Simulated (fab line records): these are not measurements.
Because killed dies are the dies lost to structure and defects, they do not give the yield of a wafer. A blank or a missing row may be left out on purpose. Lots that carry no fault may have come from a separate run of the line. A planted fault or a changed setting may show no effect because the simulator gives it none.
Struck lot and sound lot, side by side | flow sky130 | 15 steps out of a route of 708
Sound: wafers L269.1, L269.2, L269.5. The struck wafers were L277.3, L277.4, L277.5. Last of all comes the cause.
Per side, at each step with rows, come the tool, then ch with its chambers, and then its first start. Under that, the readings that differ: sound wafers | struck wafers | difference of the means | sigmas: that difference in standard deviations of wafers without a fault.
alike: same words and numbers on both sides, and readings whose means sit less than 2 such deviations apart. not compared: any withheld reading, any reading some wafer has no value for, any bound like >300 that may hide the same value, and any number with overlapping values for which the record gives no deviation.
A row with sigmas, a row that says differs or no value, or rows on one side alone: a step with any of these is where the two part. Numbers that don't overlap but have no deviation are shown without sigmas and don't part them. A reading that every wafer of one side lacks parts them only if that side has two wafers or more.

SKY_METAL3_STRIP_19: strips in O2/N2.
  sound on plasmaAsher-02 ch 0,1, day 40 10:33; struck on plasmaAsher-02 ch 0,1, day 42 04:40
  alike: drypumpMotorCurrentA, oesProductAu, stripTimeToEndpointS
  not compared: rfHoursCounterH
then, 4 steps without rows for these wafers: SKY_METAL3_STRIP_20 (strips in post etch residue remover, time 1200 s); SKY_METAL3_CLEAN_21 (cleans in IPA, time 180 s); SKY_METAL3_CLEAN_22 (cleans in O3/DIW); SKY_VIA3_HDPCVD_00 (deposits SiO2, target thk 1635 nm, time 272.5 s).
SKY_VIA3_THK_MEAS_01:
  sound: filmMetro-04 at day 40 11:19; struck: filmMetro-04 at day 42 05:25
  alike: VIA3_HDPCVD_THK
SKY_VIA3_CMP_02: polishes SiO2.
  sound on cmp-02 ch 0,1,2, day 40 11:28; struck on cmp-01 ch 0,1,3, day 42 08:05
  alike: motorCurrentA, slurryFilterDpKPa
SKY_VIA3_BOW_MEAS_03:
  sound: filmMetro-04 at day 40 11:40; struck: filmMetro-01 at day 42 08:22
  alike: VIA3_BOW
then, 4 steps without rows for these wafers: SKY_VIA3_DEHYDRATE_04 (time 60 s); SKY_VIA3_HMDS_05 (prime time 60 s); SKY_VIA3_COAT_06 (resist thk 60 nm); SKY_VIA3_COAT_07 (resist thk 450 nm).
SKY_VIA3_SOFTBAKE_08: time 90 s.
  sound on lithoTrack-02 ch 0, day 40 23:00; struck on lithoTrack-02 ch 0, day 42 19:00
reading               | sound                | struck               | difference | sigmas
heaterPowerTotalW (W) | 57.48 57.38 57.43    | 59.07 58.99 58.81    | +1.53      | +14
runLengthS (s)        | 118.78 118.74 118.81 | 112.14 112.23 112.50 | -6.49      | -31
  alike: exhaustPa
then, 1 step without rows for these wafers: SKY_VIA3_EXPOSE_09 (exposes mask VIM3, target cd 200 nm).
SKY_PAD_OPEN_PROBE_99:
  the record has rows for the sound wafers here (prober-02, day 47 08:11) and none for the struck ones

== WHERE THEY PART ==
Last at SKY_PAD_OPEN_PROBE_99 as far as this record goes, first at SKY_VIA3_SOFTBAKE_08.

WHY: what the simulator had put in
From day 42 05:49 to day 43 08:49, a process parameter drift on lithoTrack-02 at SKY_VIA3_SOFTBAKE_08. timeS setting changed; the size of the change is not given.
